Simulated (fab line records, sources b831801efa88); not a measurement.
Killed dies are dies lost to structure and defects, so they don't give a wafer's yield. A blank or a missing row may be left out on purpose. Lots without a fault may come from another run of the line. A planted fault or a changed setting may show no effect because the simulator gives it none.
fab line records | flow sfq_line
record lots=5 wafers=15 last_day=84
route steps=325 shown I1@80 M2@88 I2@103
lots that met no fault: from a run of the same line without faults
start_h: hours from the record's first day to the start of the lot's first wafer shown | wait_h: hours since the lot's step before | " the same as in the row above | L1.1+2: a row that stands for several wafers | - no value, or no start given | * or withheld: withheld | < > ~ a bound
route shown NAME@n: a module of which the file shows steps, and the number in the route of the first | usual: mean/standard deviation of fault-free wafers | same: alike in all rows | chamber/n: place in a boat | sites: the reading at each site | _std_site: their standard deviation | _edge_site: outer sites' mean less inner sites' | radius_mm: how far each site lies from the wafer's centre | mask NAME#n: copy n | behind: the tool/chamber that last shaped the wafer | hold: why the lot was held/for how many hours/how that ended | device: the transistor (n, p or np) that didn't switch | end of line: the same wafers' tests at the end of the route | a step without rows: its recipe alone | killed: dies lost to structure and defects at the first sort, not the wafer's yield | map: a wafer's dies, x killed, . not, _ none there
set.NAME: the setting as run; set.NAME@STEP: as run at that earlier step | model.NAME: the simulator's own value behind a step, which no gauge read
lots at some steps of the route; a table a step, a row a wafer
services: from which hour (start_h, from the record's first day; less than 0 if before it) a tool's chamber was out of use, for how many hours, and why
## steps
# step SFQ_TRILAYER_I1_VIA_LITHO_EXPOSE_050
# recipe mask_id=I1 na=0.6 source_shape=conventional sigma_outer=0.65 target_cd_nm=500 dose_mj=21.3
# columns lot.wafer tool chamber start_h wait_h mask
L086.1+5+6 krf_scanner-02 0 - - I1#0
L088.3+5+6 krf_scanner-02 0 536.93 - I1#0
L089.1+2+5 krf_scanner-02 0 546.13 - I1#0
L092.1+2+5 krf_scanner-02 0 565.33 - I1#0
L097.2+3+6 krf_scanner-02 0 597.18 - I1#0
# step SFQ_TRILAYER_I1_VIA_LITHO_PEB_052
# recipe peb_temp_c=115 peb_time_s=60 resist=KrF
# usual plate_temp_C=115.04/0.15
# columns lot.wafer tool chamber start_h wait_h plate_temp_C
L086.1 litho_track-02 0 - - 115.34
L086.5 " 0 " " 115.29
L086.6 " 0 " " 115.10
L088.3 litho_track-01 0 537.78 0.7 115.15
L088.5 " 0 " " 115.24
L088.6 " 0 " " 115.12
L089.1 litho_track-04 0 547.33 1.0 114.97
L089.2 " 0 " " 114.98
L089.5 " 0 " " 114.84
L092.1 litho_track-02 0 566.53 1.0 114.88
L092.2 " 0 " " 114.96
L092.5 " 0 " " 114.83
L097.2 litho_track-04 0 598.20 0.8 114.95
L097.3 " 0 " " 115.02
L097.6 " 0 " " 115.23
# step SFQ_TRILAYER_I1_VIA_LITHO_DEVELOP_051
# recipe time_s=60 resist=KrF
# columns lot.wafer tool chamber start_h wait_h
L086.1+5+6 litho_track-02 0 518.80 0.1
L088.3+5+6 litho_track-01 0 537.93 0.1
L089.1+2+5 litho_track-04 0 547.48 0.1
L092.1+2+5 litho_track-02 0 566.68 0.1
L097.2+3+6 litho_track-04 0 598.35 0.1
# step SFQ_I1_OVL_MEAS_913
# usual I1_OVL=-1/6
# columns lot.wafer tool chamber start_h wait_h I1_OVL[nm]
L086.1 overlay-01 - 518.95 0.1 9
L086.5 " - " " 10
L086.6 " - " " -1
L088.3 overlay-01 - 538.04 0.1 13
L088.5 " - " " 6
L088.6 " - " " 3
L089.1 overlay-01 - 547.63 0.1 7
L089.2 " - " " -6
L089.5 " - " " 9
L092.1 overlay-02 - 566.83 0.1 -3
L092.2 " - " " -3
L092.5 " - " " 0
L097.2 overlay-02 - 598.48 0.1 -11
L097.3 " - " " 2
L097.6 " - " " -7
# step SFQ_TRILAYER_I1_VIA_BARC_OPEN_VIA_ETCH_071
# recipe mask_material=PR chemistry=O2 target_depth_nm=125 target=BARC source_w=518 bias_w=80 pressure_mtorr=30 time_s=41.7
# usual drypump_motor_current_A=5.6/0.37 oes_product_au=0.685/0.0044
# columns lot.wafer tool chamber start_h wait_h drypump_motor_current_A oes_product_au rf_hours_counter_h
L086.1 rie_diel-01 1 518.99 0.0 5.0 0.681 1
L086.5 " 0 " " 6.1 0.692 -
L086.6 " 1 " " 5.0 0.684 -
L088.3 rie_diel-02 3 538.07 0.0 5.4 0.678 4
L088.5 " 3 " " 5.3 0.697 -
L088.6 " 2 " " 5.0 0.686 -
L089.1 rie_diel-01 0 547.67 0.0 6.1 0.678 4
L089.2 " 2 " " 5.8 0.681 8
L089.5 " 1 " " 5.0 0.682 -
L092.1 rie_diel-01 2 566.87 0.0 5.8 0.687 9
L092.2 " 1 " " 5.0 0.683 2
L092.5 " 3 " " 5.9 0.694 -
L097.2 rie_diel-01 3 598.51 0.0 5.8 0.682 4
L097.3 " 1 " " 5.0 0.688 2
L097.6 " 0 " " 6.1 0.688 -
# step SFQ_TRILAYER_I1_VIA_ETCH_VIA_ETCH_052
# recipe target=SiO2 stop_on=Nb mask_material=PR taper_deg=20 chemistry=CHF3 target_depth_nm=260 source_w=500 bias_w=80 pressure_mtorr=30 time_s=withheld
# usual drypump_motor_current_A=5.6/0.37 oes_product_au=0.854/0.0051
# columns lot.wafer tool chamber start_h wait_h drypump_motor_current_A oes_product_au
L086.1 rie_diel-01 1 519.03 0.0 5.0 0.852
L086.5 " 0 " " 6.1 0.852
L086.6 " 1 " " 5.0 0.857
L088.3 rie_diel-02 3 538.11 0.0 5.4 0.861
L088.5 " 3 " " 5.3 0.850
L088.6 " 2 " " 4.9 0.855
L089.1 rie_diel-01 0 547.71 0.0 6.1 0.855
L089.2 " 2 " " 5.8 0.849
L089.5 " 1 " " 5.0 0.866
L092.1 rie_diel-01 2 566.91 0.0 5.8 0.853
L092.2 " 1 " " 5.0 0.845
L092.5 " 3 " " 5.9 0.849
L097.2 rie_diel-01 3 598.55 0.0 5.9 0.851
L097.3 " 1 " " 5.0 0.859
L097.6 " 0 " " 6.1 0.860
# step SFQ_TRILAYER_I1_VIA_STRIP_STRIP_053
# recipe gas=O2 power_w=200 platen_temp_c=40 overash_fraction=0.65 chemistry=O2 pressure_mtorr=50
# usual drypump_motor_current_A=5.61/0.28 oes_product_au=1.001/0.009
# columns lot.wafer tool chamber start_h wait_h drypump_motor_current_A oes_product_au rf_hours_counter_h
L086.1 rie_metal-04 1 519.14 - 5.64 1.009 48
L086.5 " 0 " " 6.12 1.000 -
L086.6 " 1 " " 5.67 1.008 -
L088.3 rie_metal-04 1 538.42 - 5.64 1.004 -
L088.5 " 0 " " 6.12 1.020 -
L088.6 " 1 " " 5.69 1.007 -
L089.1 rie_metal-03 1 547.82 - 5.30 1.004 120
L089.2 " 0 " " 5.51 1.018 13
L089.5 " 1 " " 5.30 1.009 -
L092.1 rie_metal-01 0 567.02 - 5.93 0.985 41
L092.2 " 1 " " 5.46 0.978 14
L092.5 " 1 " " 5.46 1.001 -
L097.2 rie_metal-04 1 598.67 - 5.71 0.997 62
L097.3 " 1 " " 5.68 1.005 -
L097.6 " 1 " " 5.69 1.007 -
# step SFQ_TRILAYER_I1_VIA_STRIP_SOLV_CLEAN_054
# recipe chemistry=NMP temp_c=70 time_s=600
# usual bath_guard_temp_C=70.0/0.47 temp_c=70.01/0.11
# columns lot.wafer tool chamber start_h wait_h bath_guard_temp_C temp_c
L086.1 wet_bench-01 2 519.74 0.4 69.5 69.93
L086.5 " 3 " " 71.0 70.01
L086.6 " 0 " " 69.6 69.94
L088.3 wet_bench-01 3 538.82 0.2 70.6 70.05
L088.5 " 6 " " 70.6 69.86
L088.6 " 0 " " 70.2 70.07
L089.1 wet_bench-03 6 548.42 0.4 69.4 69.99
L089.2 " 0 " " 69.2 70.09
L089.5 " 7 " " 70.0 69.98
L092.1 wet_bench-03 4 567.62 0.4 70.3 69.94
L092.2 " 6 " " 69.5 69.96
L092.5 " 5 " " 69.4 69.91
L097.2 wet_bench-01 5 599.27 0.4 70.9 70.19
L097.3 " 2 " " 70.2 70.20
L097.6 " 7 " " 69.6 70.05
# step SFQ_TRILAYER_M2_DEP_PRE_CLEAN_056
# recipe gas=Ar time_s=22.5 bias_v=250
# usual bias_v=249.7/2.2
# columns lot.wafer tool chamber start_h wait_h bias_v
L086.1 pvd_sputter-03 - 519.92 0.0 252.3
L086.5 " - " " 249.8
L086.6 " - " " 250.6
L088.3 pvd_sputter-06 - 539.00 0.0 252.7
L088.5 " - " " 247.7
L088.6 " - " " 250.2
L089.1 pvd_sputter-03 - 548.60 0.0 246.3
L089.2 " - " " 252.1
L089.5 " - " " 247.4
L092.1 pvd_sputter-04 - 567.80 0.0 248.7
L092.2 " - " " 249.7
L092.5 " - " " 249.4
L097.2 pvd_sputter-03 - 599.44 0.0 249.8
L097.3 " - " " 248.0
L097.6 " - " " 250.8
# step SFQ_TRILAYER_M2_DEP_SPUTTER_055
# recipe material=Nb base_pressure_pa=1.33e-06 chamber_pressure_pa=0.1333 substrate_temp_c=20 resputter_cathode_voltage_v=400 target_thk_nm=200 power_w=2000 time_s=133.3
# usual resputter_cathode_voltage_v=400/3.9 substrate_temp_c=19.99/0.1 throttle_valve_pct=30.7/1.1
# columns lot.wafer tool chamber start_h wait_h resputter_cathode_voltage_v substrate_temp_c throttle_valve_pct
L086.1 pvd_sputter-03 - 519.95 0.0 393 20.03 29.8
L086.5 " - " " 406 19.93 31.6
L086.6 " - " " 399 20.14 30.9
L088.3 pvd_sputter-06 - 539.02 0.0 400 20.18 30.8
L088.5 " - " " 396 20.10 30.1
L088.6 " - " " 405 20.02 29.0
L089.1 pvd_sputter-03 - 548.62 0.0 403 20.01 29.8
L089.2 " - " " 404 20.12 31.8
L089.5 " - " " 401 20.00 29.7
L092.1 pvd_sputter-04 - 567.82 0.0 395 19.87 33.3
L092.2 " - " " 401 19.88 30.7
L092.5 " - " " 406 20.05 30.4
L097.2 pvd_sputter-03 - 599.47 0.0 394 19.87 30.9
L097.3 " - " " 395 19.97 29.9
L097.6 " - " " 398 19.91 30.6
# step SFQ_M2_RS_MEAS_914
# recipe thk_meas_gauge=four-point-probe reads=Nb_of_TRILAYER_M2_DEP_SPUTTER_055
# usual M2_NB_RS=0.890/0.0068
# columns lot.wafer tool chamber start_h wait_h M2_NB_RS[ohm/sq]
L086.1 film_metro-02 - 520.04 0.0 0.888
L086.5 " - " " 0.883
L086.6 " - " " 0.888
L088.3 film_metro-02 - 539.15 0.1 0.899
L088.5 " - " " 0.891
L088.6 " - " " 0.890
L089.1 film_metro-02 - 548.71 0.0 0.889
L089.2 " - " " 0.893
L089.5 " - " " 0.900
L092.1 film_metro-04 - 567.91 0.0 0.878
L092.2 " - " " 0.882
L092.5 " - " " 0.882
L097.2 film_metro-04 - 599.58 0.1 0.893
L097.3 " - " " 0.897
L097.6 " - " " 0.890
# step SFQ_TRILAYER_M2_LITHO_COAT_062
# recipe resist=BARC spin_rpm=3000 resist_thk_nm=62
# columns lot.wafer tool chamber start_h wait_h
L086.1+5+6 litho_track-03 0 520.22 0.1
L088.3+5+6 litho_track-04 0 539.39 0.1
L089.1+2+5 litho_track-01 0 548.89 0.1
L092.1+2+5 litho_track-01 0 568.09 0.1
L097.2+3+6 litho_track-01 0 599.79 0.1
# step SFQ_TRILAYER_M2_LITHO_COAT_057
# recipe resist=KrF spin_rpm=3000 resist_thk_nm=600
# columns lot.wafer tool chamber start_h wait_h
L086.1+5+6 litho_track-03 0 520.52 0.2
L088.3+5+6 litho_track-04 0 539.69 0.2
L089.1+2+5 litho_track-01 0 549.19 0.2
L092.1+2+5 litho_track-01 0 568.39 0.2
L097.2+3+6 litho_track-01 0 600.09 0.2
# step SFQ_TRILAYER_M2_LITHO_SOFTBAKE_061
# recipe temp_c=withheld time_s=withheld resist=KrF
# columns lot.wafer tool chamber start_h wait_h
L086.1+5+6 litho_track-03 0 520.82 0.2
L088.3+5+6 litho_track-04 0 539.94 0.2
L089.1+2+5 litho_track-01 0 549.49 0.2
L092.1+2+5 litho_track-01 0 568.69 0.2
L097.2+3+6 litho_track-01 0 600.37 0.2
# step SFQ_TRILAYER_M2_LITHO_EXPOSE_058
# recipe mask_id=M2 na=0.6 source_shape=conventional sigma_outer=0.65 target_cd_nm=500 dose_mj=14.4
# columns lot.wafer tool chamber start_h wait_h mask
L086.1+5+6 krf_scanner-01 0 576.62 - M2#0
L088.3+5+6 krf_scanner-01 0 589.77 - M2#0
L089.1+2+5 krf_scanner-01 0 602.37 - M2#0
L092.1+2+5 krf_scanner-01 0 623.90 - M2#0
L097.2+3+6 krf_scanner-01 0 649.30 - M2#0
# step SFQ_TRILAYER_M2_LITHO_PEB_060
# recipe peb_temp_c=115 peb_time_s=60 resist=KrF
# usual plate_temp_C=115.00/0.12
# columns lot.wafer tool chamber start_h wait_h plate_temp_C
L086.1 litho_track-01 0 577.82 1.0 114.89
L086.5 " 0 " " 114.93
L086.6 " 0 " " 115.04
L088.3 litho_track-01 0 590.62 0.7 115.05
L088.5 " 0 " " 114.99
L088.6 " 0 " " 115.04
L089.1 litho_track-04 0 603.57 1.0 114.75
L089.2 " 0 " " 114.89
L089.5 " 0 " " 114.89
L092.1 litho_track-04 0 625.10 1.0 115.04
L092.2 " 0 " " 115.00
L092.5 " 0 " " 115.01
L097.2 litho_track-03 0 650.33 0.8 115.15
L097.3 " 0 " " 115.18
L097.6 " 0 " " 115.03
# step SFQ_TRILAYER_M2_LITHO_DEVELOP_059
# recipe time_s=60 resist=KrF
# columns lot.wafer tool chamber start_h wait_h
L086.1+5+6 litho_track-01 0 577.97 0.1
L088.3+5+6 litho_track-01 0 590.77 0.1
L089.1+2+5 litho_track-04 0 603.72 0.1
L092.1+2+5 litho_track-04 0 625.25 0.1
L097.2+3+6 litho_track-03 0 650.48 0.1
# step SFQ_M2_OVL_MEAS_916
# usual M2_OVL=-4/5.8
# columns lot.wafer tool chamber start_h wait_h M2_OVL[nm]
L086.1 overlay-02 - 578.12 0.1 -3
L086.5 " - " " -1
L086.6 " - " " 1
L088.3 overlay-01 - 590.88 0.1 4
L088.5 " - " " 1
L088.6 " - " " -9
L089.1 overlay-01 - 603.87 0.1 -6
L089.2 " - " " 0
L089.5 " - " " -4
L092.1 overlay-02 - 625.40 0.1 -2
L092.2 " - " " -9
L092.5 " - " " -2
L097.2 overlay-02 - 650.61 0.1 -4
L097.3 " - " " -5
L097.6 " - " " -5
# step SFQ_TRILAYER_M2_BARC_OPEN_METAL_ETCH_077
# recipe mask_material=PR chemistry=O2 target_depth_nm=125 target=BARC icp_w=616.4 bias_w=80 pressure_mtorr=10 time_s=41.7
# usual drypump_motor_current_A=5.7/0.42 oes_product_au=0.686/0.004
# columns lot.wafer tool chamber start_h wait_h drypump_motor_current_A oes_product_au rf_hours_counter_h
L086.1 rie_metal-04 0 578.15 0.0 6.1 0.692 94
L086.5 " 1 " " 5.6 0.685 -
L086.6 " 0 " " 6.1 0.689 -
L088.3 rie_metal-01 0 590.92 0.0 5.9 0.681 -
L088.5 " 0 " " 5.9 0.683 -
L088.6 " 1 " " 5.5 0.691 -
L089.1 rie_metal-04 0 603.90 0.0 6.1 0.685 99
L089.2 " 1 " " 5.7 0.685 64
L089.5 " 1 " " 5.6 0.688 -
L092.1 rie_metal-04 1 625.44 0.0 5.6 0.680 68
L092.2 " 0 " " 6.1 0.685 104
L092.5 " 1 " " 5.6 0.681 -
L097.2 rie_metal-02 0 650.64 0.0 4.7 0.688 71
L097.3 " 0 " " 4.7 0.687 -
L097.6 " 1 " " 5.4 0.685 -
# step SFQ_TRILAYER_M2_ETCH_METAL_ETCH_060
# recipe target=Nb stop_on=SiO2 mask_material=PR chemistry=Cl2/Ar target_depth_nm=240 icp_w=600 bias_w=80 pressure_mtorr=10 time_s=120
# usual drypump_motor_current_A=5.7/0.42 oes_product_au=0.894/0.0059
# columns lot.wafer tool chamber start_h wait_h drypump_motor_current_A oes_product_au rf_hours_counter_h
L086.1 rie_metal-04 0 578.21 0.0 6.1 0.889 94
L086.5 " 1 " " 5.7 0.897 -
L086.6 " 0 " " 6.1 0.898 -
L088.3 rie_metal-01 0 591.00 0.1 5.9 0.884 -
L088.5 " 0 " " 5.9 0.899 -
L088.6 " 1 " " 5.5 0.902 -
L089.1 rie_metal-04 0 603.96 0.0 6.1 0.894 99
L089.2 " 1 " " 5.6 0.891 64
L089.5 " 1 " " 5.7 0.893 -
L092.1 rie_metal-04 1 625.50 0.0 5.7 0.902 68
L092.2 " 0 " " 6.1 0.898 104
L092.5 " 1 " " 5.7 0.902 -
L097.2 rie_metal-02 0 650.70 0.0 4.7 0.894 71
L097.3 " 0 " " 4.7 0.894 -
L097.6 " 1 " " 5.4 0.895 -
# step SFQ_TRILAYER_M2_STRIP_STRIP_061
# recipe gas=O2 power_w=200 platen_temp_c=40 overash_fraction=0.65 chemistry=O2 pressure_mtorr=50
# usual drypump_motor_current_A=5.7/0.42 oes_product_au=1.001/0.0067
# columns lot.wafer tool chamber start_h wait_h drypump_motor_current_A oes_product_au rf_hours_counter_h
L086.1 rie_metal-04 0 578.34 0.1 6.1 0.995 94
L086.5 " 1 " " 5.6 0.999 -
L086.6 " 0 " " 6.1 0.989 -
L088.3 rie_metal-01 0 591.29 0.2 5.9 1.001 -
L088.5 " 0 " " 5.9 0.988 -
L088.6 " 1 " " 5.5 0.999 -
L089.1 rie_metal-04 0 604.09 0.1 6.1 1.010 99
L089.2 " 1 " " 5.7 1.004 64
L089.5 " 1 " " 5.7 1.006 -
L092.1 rie_metal-04 1 625.62 0.1 5.6 0.998 69
L092.2 " 0 " " 6.1 0.995 104
L092.5 " 1 " " 5.6 0.996 -
L097.2 rie_metal-02 0 650.82 0.1 4.7 1.003 71
L097.3 " 0 " " 4.7 1.007 -
L097.6 " 1 " " 5.4 1.013 -
# step SFQ_TRILAYER_M2_STRIP_SOLV_CLEAN_062
# recipe chemistry=NMP temp_c=70 time_s=600
# usual bath_guard_temp_C=70.1/0.4 temp_c=70.00/0.12
# columns lot.wafer tool chamber start_h wait_h bath_guard_temp_C temp_c
L086.1 wet_bench-01 1 578.94 0.4 70.0 69.98
L086.5 " 2 " " 69.7 70.00
L086.6 " 6 " " 70.4 70.08
L088.3 wet_bench-04 5 591.69 0.2 70.5 69.88
L088.5 " 0 " " 70.9 70.00
L088.6 " 1 " " 70.3 70.00
L089.1 wet_bench-04 3 604.69 0.4 70.2 69.97
L089.2 " 7 " " 70.2 70.10
L089.5 " 0 " " 70.3 70.08
L092.1 wet_bench-02 6 626.22 0.4 70.5 70.27
L092.2 " 2 " " 69.7 69.97
L092.5 " 7 " " 70.0 70.13
L097.2 wet_bench-04 7 651.42 0.4 69.8 70.05
L097.3 " 3 " " 70.6 70.02
L097.6 " 0 " " 70.6 70.11
# step SFQ_TRILAYER_I2_DEP_PECVD_063
# recipe material=SiO2 temp_c=150 time_s=111.11 pressure_torr=2.4 rf_w=183.3 precursor=SiH4/N2O target_thk_nm=500
# usual heater_power_w=97/20 throttle_valve_pct=24.5/1.6
# columns lot.wafer tool chamber start_h wait_h heater_power_w throttle_valve_pct
L086.1 pecvd-02 2 579.11 0.0 89 25.1
L086.5 " 2 " " 95 25.1
L086.6 " 1 " " 124 26.3
L088.3 pecvd-02 0 591.86 0.0 121 25.5
L088.5 " 0 " " 125 25.4
L088.6 " 2 " " 95 25.4
L089.1 pecvd-04 0 604.86 0.0 76 22.6
L089.2 " 1 " " 107 24.4
L089.5 " 1 " " 108 24.5
L092.1 pecvd-02 0 626.40 0.0 119 25.6
L092.2 " 2 " " 101 25.7
L092.5 " 1 " " 117 26.5
L097.2 pecvd-04 0 651.60 0.0 78 22.9
L097.3 " 1 " " 109 24.6
L097.6 " 2 " " 78 22.5
# step SFQ_TRILAYER_I2_CMP_CMP_064
# recipe material=SiO2 down_force_psi=3 platen_rpm=60 pad_velocity_m_s=0.94248
# usual motor_current_A=10.3/1.1 time_to_endpoint_s=214/7
# columns lot.wafer tool chamber start_h wait_h motor_current_A time_to_endpoint_s
L086.1 cmp-01 2 586.25 7.1 8.4 204
L086.5 " 1 587.75 8.6 9.4 215
L086.6 " 2 " " 8.7 205
L088.3 cmp-01 3 597.75 5.8 9.6 208
L088.5 " 3 599.75 7.8 9.6 207
L088.6 " 0 " " 12.2 219
L089.2 cmp-01 3 606.75 1.8 9.6 202
L089.1 " 0 " " 12.2 217
L089.5 " 3 608.75 3.8 9.8 214
L092.1 cmp-01 0 631.25 4.8 11.8 215
L092.2 " 2 632.25 5.8 8.3 216
L092.5 " 3 " " 10.4 229
L097.3 cmp-02 0 657.18 5.5 10.8 207
L097.2 " 2 658.18 6.5 11.5 211
L097.6 " 0 659.18 7.5 10.4 213
# step SFQ_I2_BOW_MEAS_917
# recipe mode=bow
# usual I2_BOW=4/9.9
# columns lot.wafer tool chamber start_h wait_h I2_BOW[um]
L086.1 film_metro-02 - 588.75 2.0 10
L086.5 " - " " 7
L086.6 " - " " 17
L088.3 film_metro-01 - 600.79 2.5 15
L088.5 " - " " 11
L088.6 " - " " 26
L089.1 film_metro-02 - 609.75 2.0 0
L089.2 " - " " -2
L089.5 " - " " 3
L092.1 film_metro-02 - 633.75 2.0 1
L092.2 " - " " -2
L092.5 " - " " -19
L097.2 film_metro-03 - 659.70 1.0 8
L097.3 " - " " 8
L097.6 " - " " 16
# step SFQ_TRILAYER_I2_METRO_MEASURE_065
# usual thk_nm=199.7/0.97
# columns lot.wafer tool chamber start_h wait_h thk_nm
L086.1 film_metro-02 - 588.87 0.1 198.1
L086.5 " - " " 198.6
L086.6 " - " " 198.0
L088.3 film_metro-01 - 601.27 0.5 199.8
L088.5 " - " " 199.3
L088.6 " - " " 200.2
L089.1 film_metro-02 - 609.87 0.1 200.4
L089.2 " - " " 199.8
L089.5 " - " " 200.5
L092.1 film_metro-02 - 633.87 0.1 201.6
L092.2 " - " " 200.2
L092.5 " - " " 200.7
L097.2 film_metro-03 - 660.00 0.3 200.4
L097.3 " - " " 199.9
L097.6 " - " " 199.5
## services
# columns tool chamber start_h hours kind
krf_scanner-02 - 501.93 1.0 pm
pvd_sputter-03 - 503.97 8.3 repair
rie_metal-02 1 508.26 26.4 repair
rie_metal-01 1 511.03 7.9 repair
cmp-01 - 515.71 10.0 pm
pecvd-02 - 516.53 1.0 repair
krf_scanner-01 - 525.69 4.0 pm
cmp-01 - 530.45 1.2 repair
pvd_sputter-03 - 534.21 9.2 repair
rie_metal-04 - 552.34 2.8 pm
cmp-01 - 554.27 1.3 repair
krf_scanner-01 - 558.52 1.3 pm
rie_diel-01 - 565.59 1.1 repair
krf_scanner-02 - 579.50 7.1 repair
pvd_sputter-03 - 583.66 2.5 repair
krf_scanner-01 - 587.42 0.8 pm
krf_scanner-02 - 590.23 0.8 pm
krf_scanner-01 - 591.77 1.0 pm
rie_metal-01 1 602.00 9.6 repair
krf_scanner-01 - 613.00 1.3 repair
rie_metal-01 1 622.33 3.8 repair
rie_diel-01 1 650.83 5.8 repair
krf_scanner-02 - 655.78 1.3 pm
rie_diel-01 2 657.02 6.9 repair
## key
fault none
